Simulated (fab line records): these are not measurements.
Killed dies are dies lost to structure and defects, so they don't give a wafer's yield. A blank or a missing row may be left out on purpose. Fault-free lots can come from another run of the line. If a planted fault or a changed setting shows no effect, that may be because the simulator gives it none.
Matching of chambers / flow sky130 / 4 sister chambers for SKY_VIA1_ETCH_14 on rieDiel-01
The step etches BARC in N2/H2, stops on SiO2, time 45.9 s, target depth 60 nm. 14 wafers are shown with their chamber, then 7 later ones without.

WAFERS PAIRED WITH THEIR CHAMBERS
wafer=L442.3; chamber=3; drypumpMotorCurrentA (A)=6.2; runLengthS (s)=74.4; throttleValvePct (%)=13.222
wafer=L442.5; chamber=3; drypumpMotorCurrentA (A)=6.2; runLengthS (s)=73.9; throttleValvePct (%)=13.224
wafer=L442.6; chamber=0; drypumpMotorCurrentA (A)=5.0; runLengthS (s)=74.4; throttleValvePct (%)=13.217
wafer=L443.1; chamber=3; drypumpMotorCurrentA (A)=6.2; runLengthS (s)=73.9; throttleValvePct (%)=13.219
wafer=L443.4; chamber=1; drypumpMotorCurrentA (A)=5.9; runLengthS (s)=74.3; throttleValvePct (%)=13.231
wafer=L443.6; chamber=2; drypumpMotorCurrentA (A)=6.2; runLengthS (s)=75.0; throttleValvePct (%)=13.219
wafer=L456.1; chamber=2; drypumpMotorCurrentA (A)=6.2; runLengthS (s)=75.1; throttleValvePct (%)=13.238
wafer=L456.3; chamber=1; drypumpMotorCurrentA (A)=5.9; runLengthS (s)=74.8; throttleValvePct (%)=13.226
wafer=L456.6; chamber=1; drypumpMotorCurrentA (A)=5.9; runLengthS (s)=74.6; throttleValvePct (%)=13.222
wafer=L458.1; chamber=2; drypumpMotorCurrentA (A)=6.2; runLengthS (s)=75.3; throttleValvePct (%)=13.221
wafer=L458.4; chamber=1; drypumpMotorCurrentA (A)=5.9; runLengthS (s)=74.4; throttleValvePct (%)=13.239
wafer=L458.6; chamber=0; drypumpMotorCurrentA (A)=5.0; runLengthS (s)=74.2; throttleValvePct (%)=13.218
wafer=L459.2; chamber=3; drypumpMotorCurrentA (A)=6.3; runLengthS (s)=73.8; throttleValvePct (%)=13.226
wafer=L459.4; chamber=1; drypumpMotorCurrentA (A)=5.9; runLengthS (s)=74.2; throttleValvePct (%)=13.235

SIGNATURES, as means of the wafers listed above
reading=drypumpMotorCurrentA; chamber 0=5.000; chamber 1=5.900; chamber 2=6.200; chamber 3=6.225; scatter within a chamber=0.0274
reading=runLengthS; chamber 0=74.300; chamber 1=74.460; chamber 2=75.133; chamber 3=74.000; scatter within a chamber=0.228
reading=throttleValvePct; chamber 0=13.21750; chamber 1=13.23060; chamber 2=13.22600; chamber 3=13.22275; scatter within a chamber=0.00656
Rule: distance of a wafer from a chamber = root of the sum over the readings of ((wafer's reading minus chamber's mean) / reading's scatter) squared. If the next closest chamber is less than 2 further off than the closest, the wafer can't be placed; otherwise it belongs to the closest. The scatter: take each reading less its chamber's mean, square it, sum over the shown wafers, divide by the number of wafers less the number of chambers, and take the root.

WAFERS MISSING THEIR CHAMBER
wafer=L459.6; drypumpMotorCurrentA (A)=6.2; runLengthS (s)=73.7; throttleValvePct (%)=13.239
wafer=L460.1; drypumpMotorCurrentA (A)=5.0; runLengthS (s)=74.6; throttleValvePct (%)=13.239
wafer=L460.4; drypumpMotorCurrentA (A)=6.2; runLengthS (s)=74.1; throttleValvePct (%)=13.250
wafer=L460.6; drypumpMotorCurrentA (A)=5.0; runLengthS (s)=74.1; throttleValvePct (%)=13.217
wafer=L461.1; drypumpMotorCurrentA (A)=5.0; runLengthS (s)=74.1; throttleValvePct (%)=13.217
wafer=L461.2; drypumpMotorCurrentA (A)=5.9; runLengthS (s)=74.3; throttleValvePct (%)=13.225
wafer=L461.4; drypumpMotorCurrentA (A)=6.3; runLengthS (s)=73.9; throttleValvePct (%)=13.223

WHICH CHAMBER EACH WENT THROUGH
wafer=L459.6; from the rows above=3; in truth=3
wafer=L460.1; from the rows above=0; in truth=0
wafer=L460.4; from the rows above=can't be placed: 3 or 2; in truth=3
wafer=L460.6; from the rows above=0; in truth=0
wafer=L461.1; from the rows above=0; in truth=0
wafer=L461.2; from the rows above=1; in truth=1
wafer=L461.4; from the rows above=3; in truth=3
Correctly placed: 6 of 7. Cannot be placed on the basis of these rows: 1; the candidates contain the true chamber in 1. Placed wrongly: 0.
